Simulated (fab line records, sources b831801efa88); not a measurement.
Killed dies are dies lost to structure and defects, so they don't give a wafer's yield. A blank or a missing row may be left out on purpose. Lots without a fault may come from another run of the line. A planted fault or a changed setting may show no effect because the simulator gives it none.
Which tool did it? | flow sky130 | 6 lots, 18 wafers sampled, at 3 steps of a route of 708

WHAT THE GAUGES READ, wafer by wafer
SKY_SONOS_ONO_OVL_MEAS_14.
lot  | measured     | on         | SONOS_ONO_OVL (nm)
L569 | day 12 23:27 | overlay-01 | 0.2 0.8 -0.7
L573 | day 14 06:40 | overlay-02 | -1.0 -2.5 -1.6
L576 | day 15 14:06 | overlay-01 | 1.1 0.5 -0.9
L578 | day 16 00:06 | overlay-01 | 0.6 1.2 2.3
L583 | day 18 02:58 | overlay-01 | 1.5 0.2 0.4
L586 | day 18 14:43 | overlay-01 | -0.2 -2.0 -1.2

WHICH TOOL RAN EACH LOT (tool, then ch and the chambers of the sampled wafers, then the start)
lot  | SKY_FIELD_ISO_ETCH_14             | SKY_VT_ADJUST_NCORE_STRIP_10
L569 | rie_diel-02 ch 0,1, day 2 12:00   | plasma_asher-01 ch 0,1, day 8 21:59
L573 | rie_diel-01 ch 0,3, day 3 07:23   | plasma_asher-01 ch 0,1, day 10 01:00
L576 | rie_diel-01 ch 0,1,3, day 3 21:58 | plasma_asher-04 ch 1, day 11 01:06
L578 | rie_diel-02 ch 1,2,3, day 4 07:59 | plasma_asher-04 ch 0,1, day 11 09:20
L583 | rie_diel-03 ch 1,2,3, day 5 12:04 | plasma_asher-03 ch 0,1, day 13 01:42
L586 | rie_diel-03 ch 0,2,3, day 6 01:45 | plasma_asher-01 ch 0,1, day 13 17:05
- SKY_FIELD_ISO_ETCH_14: etches BARC in N2/H2, stops on SiO2, time 45.9 s, target depth 60 nm.
- SKY_VT_ADJUST_NCORE_STRIP_10: strips in O2/N2.

THE ANSWER, worked out from the rows above alone
Rule: what is usual is taken from the lots themselves. Put in order of their means at a reading, lots are off if they are a third of the lots or fewer, leave a main group of 4 or more, and stand apart from it by a gap of 3 or more times the standard deviation of the main group's means; of several such gaps the widest counts. A main group whose means are all the same, to the digits that the tables above print for the reading, isn't used. A lot without any number at a reading at which 4 lots or more have one is off too. The other lots that the step has rows for count as sound.
No lot is off at any reading shown: from this, nothing can be told.

WHAT THE SIMULATOR HAD PUT IN
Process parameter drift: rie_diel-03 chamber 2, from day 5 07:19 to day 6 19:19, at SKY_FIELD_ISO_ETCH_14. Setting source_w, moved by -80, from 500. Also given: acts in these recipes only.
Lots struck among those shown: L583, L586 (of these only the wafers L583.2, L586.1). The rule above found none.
